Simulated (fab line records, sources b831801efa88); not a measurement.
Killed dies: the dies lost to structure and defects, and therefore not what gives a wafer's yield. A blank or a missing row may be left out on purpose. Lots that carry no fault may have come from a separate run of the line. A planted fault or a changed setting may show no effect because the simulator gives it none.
Code-filled problem report in 8D (eight disciplines) form -- flow sky130 -- the parts of the form that need people (team, actions taken, sign-off) are left out

1. WHAT IS WRONG
At SKY_VIA2_ETCH_15, bias w averages 1257 W over 6 wafers from 2 lots, while fault-free wafers read 1199 W, standard deviation 3.4. That puts it +17 standard deviations away from the usual mean.
The step: etches SiO2 in C4F8/O2/Ar, stops on TiN, target depth 546 nm, time 84 s.
Seen first at day 37 22:53 on rie diel-03, wafer L639.1. At this step, 36 wafers from 12 lots have a number in the record. Rule for "out" (also "out of limits"): further than 4 standard deviations from the usual mean. Any other wafer with a number is counted as sound.

2. WHAT IT IS AND WHAT IT IS NOT
question,is,is not
which readings at this step,bias w,oes product au
which lots,"L639, L641","L634, L635, L646, L649, L650, L651, L653, L654, L655, L657"
which wafers of those lots,all that have a number,-
read on which tools,rie diel-03,"rie diel-01, rie diel-02"
when,from day 37 22:53,"up to then (6 sound wafers); but 24 sound wafers of L646, L649, L650, L651, L653, L654, L655, L657 came after"

3. WHAT RULES OUT EACH SUSPECT
Counting: any tool at a process step up to the reading is kept as a suspect provided that every lot that is out went through it and no sound lot did after the first of them.
- rie diel-03 at SKY_VIA2_ETCH_15 (etches SiO2 in C4F8/O2/Ar, stops on TiN, target depth 546 nm, time 84 s): ruled out as a lasting fault. Sound lots L653, L657 ran on it after its first lot that is out, L639 (day 37 22:53).
Left after counting: nothing in the record.

4. THE CAUSE (what the simulator had put in)
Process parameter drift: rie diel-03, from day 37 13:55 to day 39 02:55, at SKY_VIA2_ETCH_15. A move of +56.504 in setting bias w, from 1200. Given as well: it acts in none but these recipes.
Counting ruled it out, wrongly.

5. SEQUENCE OF EFFECTS, ordered by route
Each row: a reading whose mean over the struck wafers that have a number lies more than 3 standard deviations from the usual. Only readings for which the record gives a usual standard deviation are gone through. hours: the time from each lot's start at the first step in this table that gives one to its start at this step, as a median over the lots. sigmas: the change in usual standard deviations.
hours,step,reading,usual,on struck wafers,change,sigmas
0,SKY_VIA2_ETCH_15,bias w,1199 W,1257,+58,+17
Its process steps:
- SKY_VIA2_ETCH_15: etches SiO2 in C4F8/O2/Ar, stops on TiN, target depth 546 nm, time 84 s.
Later measuring or inspecting steps at which every struck wafer that the step has a row for has a number for every such reading, and none has moved that far: SKY_CAPM_RS_MEAS_03.

6. WHAT WOULD HAVE CAUGHT IT SOONER
In this record the first reading out of limits was taken at day 37 22:53, 9 hours after the fault began at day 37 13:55.
